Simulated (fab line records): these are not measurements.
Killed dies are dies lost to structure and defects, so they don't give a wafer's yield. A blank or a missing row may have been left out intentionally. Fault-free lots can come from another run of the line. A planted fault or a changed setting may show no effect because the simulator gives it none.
Which tool is to blame?    flow gf180mcu    36 wafers from 12 lots sampled at 2 of the route's 602 steps

## WHAT THE GAUGES SHOWED, per wafer
GF_V1_THK_MEAS_03.
lot   measured      on             V1_CVD_02_THK (nm)
L699  day 18 06:40  film metro-03  883 888 901
L700  day 18 16:28  film metro-04  881 885 893
L701  day 18 16:58  film metro-03  881 886 887
L704  day 19 09:36  film metro-03  873 881 919
L706  day 20 05:52  film metro-04  880 869 901
L707  day 20 14:05  film metro-04  873 874 891
L713  day 22 16:37  film metro-04  873 894 883
L714  day 22 23:13  film metro-01  876 905 910
L716  day 23 16:49  film metro-04  876 876 896
L719  day 24 09:36  film metro-03  886 874 895
L720  day 24 18:04  film metro-01  878 884 897
L721  day 24 23:32  film metro-03  896 900 899

## WHAT TOOL EACH LOT RAN ON (gives the tool, then ch and the chambers of the sampled wafers, and finally the start)
lot   GF_M1_METAL_ETCH_16
L699  rie metal-01 ch 0, day 18 05:48
L700  rie metal-02 ch 0,1, day 18 15:20
L701  rie metal-01 ch 0, day 18 16:03
L704  rie metal-01 ch 0,1, day 19 08:45
L706  rie metal-02 ch 0,1, day 20 04:56
L707  rie metal-02 ch 0,1, day 20 13:11
L713  rie metal-04 ch 0,1, day 22 15:47
L714  rie metal-01 ch 0,1, day 22 22:21
L716  rie metal-02 ch 0,1, day 23 15:56
L719  rie metal-01 ch 0,1, day 24 08:44
L720  rie metal-01 ch 0,1, day 24 17:12
L721  rie metal-02 ch 0,1, day 24 22:41
- GF_M1_METAL_ETCH_16: etches the open film in Cl2/BCl3, stops on SiO2, target depth 627.5 nm, time 104.6 s.

## AS READ BY THE TOOLS THEMSELVES (means over the sampled wafers that have a number; for cases with no such wafer, the mark the record gives instead)
GF_M1_METAL_ETCH_16.
lot   tool          drypump motor current A (A)  oes product au (a.u.)  throttle valve pct (%)
L699  rie metal-01  6.6                          0.978                  28.252
L700  rie metal-02  6.0                          0.982                  28.233
L701  rie metal-01  6.6                          0.971                  28.262
L704  rie metal-01  6.3                          0.970                  28.243
L706  rie metal-02  6.0                          0.971                  28.253
L707  rie metal-02  6.0                          0.973                  28.244
L713  rie metal-04  5.7                          0.983                  28.242
L714  rie metal-01  6.1                          0.969                  28.256
L716  rie metal-02  6.0                          0.971                  28.244
L719  rie metal-01  6.3                          0.972                  28.247
L720  rie metal-01  6.3                          0.979                  28.247
L721  rie metal-02  5.9                          0.977                  28.242

## THE ANSWER, worked out from the rows above alone
Rule: the lots themselves supply what counts as usual. Put in order of their means at a reading, lots are off if they are a third of the lots or fewer, leave a main group of 4 or more, and stand apart from it by a gap of 3 or more times the standard deviation of the main group's means; of several such gaps the widest counts. If all means in a main group match to the digits the tables above print for the reading, that group is not used. Also off: a lot with no number at a reading for which 4 or more lots have one. Any other lot the step has rows for is counted as sound. First the gauges in route order, then the tools' own readings, where a lot's mean is used as printed above. The first step at which some lot is off is used, and at that step the reading that is off furthest; a lot without a number counts as furthest.
No lot is off at any reading shown: from this, nothing can be told.

## WHAT THE SIMULATOR HAD INSERTED
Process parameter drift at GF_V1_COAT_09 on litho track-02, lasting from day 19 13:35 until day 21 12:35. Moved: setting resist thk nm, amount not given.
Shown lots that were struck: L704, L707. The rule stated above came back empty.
